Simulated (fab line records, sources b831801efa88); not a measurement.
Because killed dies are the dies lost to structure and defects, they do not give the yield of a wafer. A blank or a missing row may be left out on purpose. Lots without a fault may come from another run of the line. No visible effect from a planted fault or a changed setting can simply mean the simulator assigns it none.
The tool behind it: which one? ; flow gf180mcu ; Sampling: 12 lots, 35 wafers, 4 of 602 route steps

== WHAT EACH GAUGE READ, for each wafer ==
GF_STI_CD_MEAS_12: the cd target is 220 nm. Usual: 220.0 nm for cd_nm, sd 1.1.
lot;measured;on;cd_nm (nm);flag
L243;day 2 06:23;cd_sem-01;220.0 220.5 220.1;
L244;day 2 11:13;cd_sem-02;218.6 219.1 218.8;
L245;day 2 16:35;cd_sem-02;219.0 217.5 219.7;
L246;day 2 22:16;cd_sem-02;221.8 222.1 221.6;
L248;day 3 08:06;cd_sem-02;220.4 220.5 220.8;
L251;day 3 23:29;cd_sem-01;218.5 218.2 219.9;
L253;day 4 09:53;cd_sem-02;220.1 219.4 220.7;
L254;day 4 14:52;cd_sem-02;219.9 220.7 220.9;
L255;day 4 20:36;cd_sem-02;219.0 219.0 218.9;
L257;day 5 08:02;cd_sem-01;220.2 220.7 220.1;
L260;day 5 21:59;cd_sem-02;219.8 220.3 219.4;
L261;day 6 02:11;cd_sem-02;218.2 219.0;

GF_STI_THK_MEAS_30. Usual: for STI_OXIDATION_02_THK the level is 9.91 nm and the standard deviation is 0.21.
lot;measured;on;STI_OXIDATION_02_THK (nm);flag
L243;day 2 10:44;film_metro-02;9.93 10.01 9.89;
L244;day 2 16:43;film_metro-04;9.74 9.94 9.94;
L245;day 2 21:55;film_metro-04;10.16 10.15 10.19;
L246;day 3 02:38;film_metro-02;10.03 10.08 10.02;
L248;day 3 13:42;film_metro-02;10.21 9.99 10.23;
L251;day 4 05:13;film_metro-02;9.81 9.72 9.61;
L253;day 4 14:32;film_metro-03;10.23 10.24 9.95;
L254;day 4 19:11;film_metro-04;9.71 9.84 9.80;
L255;day 5 01:13;film_metro-04;9.72 9.70 9.75;
L257;day 5 12:21;film_metro-03;9.96 9.98 9.95;
L260;day 6 03:18;film_metro-02;9.95 10.06 10.17;
L261;day 6 06:32;film_metro-03;9.66 9.58;

== WHAT TOOL EACH LOT RAN ON (gives the tool, then ch and the chambers of the sampled wafers, and finally the start) ==
lot;GF_STI_ETCH_14;GF_STI_STRIP_15
L243;rie_si-01 ch 0,1,3, day 2 06:35;plasma_asher-03 ch 0,1, day 2 06:40
L244;rie_si-01 ch 2,3, day 2 11:23;plasma_asher-03 ch 0,1, day 2 11:28
L245;rie_si-01 ch 1,2,3, day 2 16:47;plasma_asher-02 ch 0,1, day 2 16:52
L246;rie_si-01 ch 0,3, day 2 22:28;plasma_asher-03 ch 0,1, day 2 22:32
L248;rie_si-02 ch 0,3, day 3 08:18;plasma_asher-03 ch 0,1, day 3 08:22
L251;rie_si-01 ch 0,1,3, day 3 23:41;plasma_asher-01 ch 0,1, day 3 23:46
L253;rie_si-02 ch 0,2, day 4 10:05;plasma_asher-01 ch 0,1, day 4 10:10
L254;rie_si-02 ch 0,2, day 4 15:04;plasma_asher-03 ch 0,1, day 4 15:08
L255;rie_si-02 ch 0,2, day 4 20:48;plasma_asher-03 ch 0,1, day 4 20:52
L257;rie_si-02 ch 0,2, day 5 08:11;plasma_asher-02 ch 0,1, day 5 08:18
L260;rie_si-02 ch 0,1, day 5 22:11;plasma_asher-02 ch 0,1, day 5 22:16
L261;rie_si-02 ch 0,2, day 6 02:23;plasma_asher-02 ch 1, day 6 02:28
- GF_STI_ETCH_14: etches Si in HBr/Cl2/O2, target depth 360 nm, time 102.9 s.
- GF_STI_STRIP_15: strips in O2/N2.

== WHAT THE TOOLS THEMSELVES READ (means of the sampled wafers that have a number; where no wafer has one, the mark that the record gives instead) ==
GF_STI_ETCH_14. Usual: drypump_motor_current_A 5.7 A, standard deviation 0.43; oes_product_au 0.998 a.u., standard deviation 0.0072; run_length_s 131.1 s, standard deviation 0.37; throttle_valve_pct 25.657 %, standard deviation 0.0096.
lot;tool;drypump_motor_current_A (A);oes_product_au (a.u.);run_length_s (s);throttle_valve_pct (%);flag
L243;rie_si-01;5.3;1.002;131.0;25.644;
L244;rie_si-01;5.7;1.002;130.4;25.657;
L245;rie_si-01;5.7;0.993;130.7;25.655;
L246;rie_si-01;5.1;1.000;131.3;25.654;
L248;rie_si-02;5.9;0.994;131.1;25.656;
L251;rie_si-01;5.3;0.997;131.0;25.652;
L253;rie_si-02;6.2;0.998;131.0;25.657;
L254;rie_si-02;6.2;1.007;131.2;25.656;
L255;rie_si-02;6.2;1.000;131.1;25.658;
L257;rie_si-02;6.1;0.999;128.3;25.656;OFF
L260;rie_si-02;6.1;0.999;128.3;25.651;OFF
L261;rie_si-02;6.0;0.998;126.7;25.652;OFF

GF_STI_STRIP_15. Usual: drypump_motor_current_A 5.6 A, standard deviation 0.34; heater_power_w 338 W, standard deviation 40; o2_flow_sccm 3000 sccm, standard deviation 9.9; oes_product_au 0.384 a.u., standard deviation 0.0046; strip_time_to_endpoint_s 3.73 s, standard deviation 0.033.
lot;tool;drypump_motor_current_A (A);heater_power_w (W);o2_flow_sccm (sccm);oes_product_au (a.u.);strip_time_to_endpoint_s (s);flag
L243;plasma_asher-03;5.5;353;2986;0.381;3.71;
L244;plasma_asher-03;5.8;354;3002;0.383;3.69;
L245;plasma_asher-02;5.6;330;2996;0.386;3.76;
L246;plasma_asher-03;5.8;353;3006;0.385;3.70;
L248;plasma_asher-03;5.5;353;2994;0.383;3.75;
L251;plasma_asher-01;5.6;312;2999;0.378;3.73;
L253;plasma_asher-01;5.6;311;3005;0.384;3.77;
L254;plasma_asher-03;5.7;359;2992;0.384;3.71;
L255;plasma_asher-03;5.5;349;3007;0.382;3.71;
L257;plasma_asher-02;5.6;366;2995;0.386;3.76;
L260;plasma_asher-02;5.6;329;3007;0.385;3.75;
L261;plasma_asher-02;5.5;400;3005;0.389;3.79;

== THE ANSWER, worked out from the rows above alone ==
Rule: lot off if the mean of its wafers having a number is beyond 3 standard deviations from the usual mean. A lot without any number at a reading at which 4 lots or more have one is off too. Any other lot the step has rows for is counted as sound. The gauges are gone through in route order, then the tools' own readings, and for those a lot's mean is taken as printed above. The first step at which some lot is off is used, and at that step the reading that is off furthest; a lot without a number counts as furthest.
Off, at GF_STI_ETCH_14 on run_length_s: L257, L260, L261.
If a tool, at that step or one of the process steps before it, ran each lot that is off and ran no sound lot following the first of them, it fits. One fits: rie_si-02 at GF_STI_ETCH_14. Its last sound lot is L255 (day 4 20:48), its first lot that is off L257 (day 5 08:11): a fault that began between those two fits.
The tool's own readings at GF_STI_ETCH_14 bear it out: on the lots that are off they differ by more than 5 times the standard deviation of the sound lots' means. run_length_s reads 127.8 s there against 131.0 s on the sound lots.

== WHAT WAS PUT IN BY THE SIMULATOR ==
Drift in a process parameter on rie_si-02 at GF_STI_ETCH_14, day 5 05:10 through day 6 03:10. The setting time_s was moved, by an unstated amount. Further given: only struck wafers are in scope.
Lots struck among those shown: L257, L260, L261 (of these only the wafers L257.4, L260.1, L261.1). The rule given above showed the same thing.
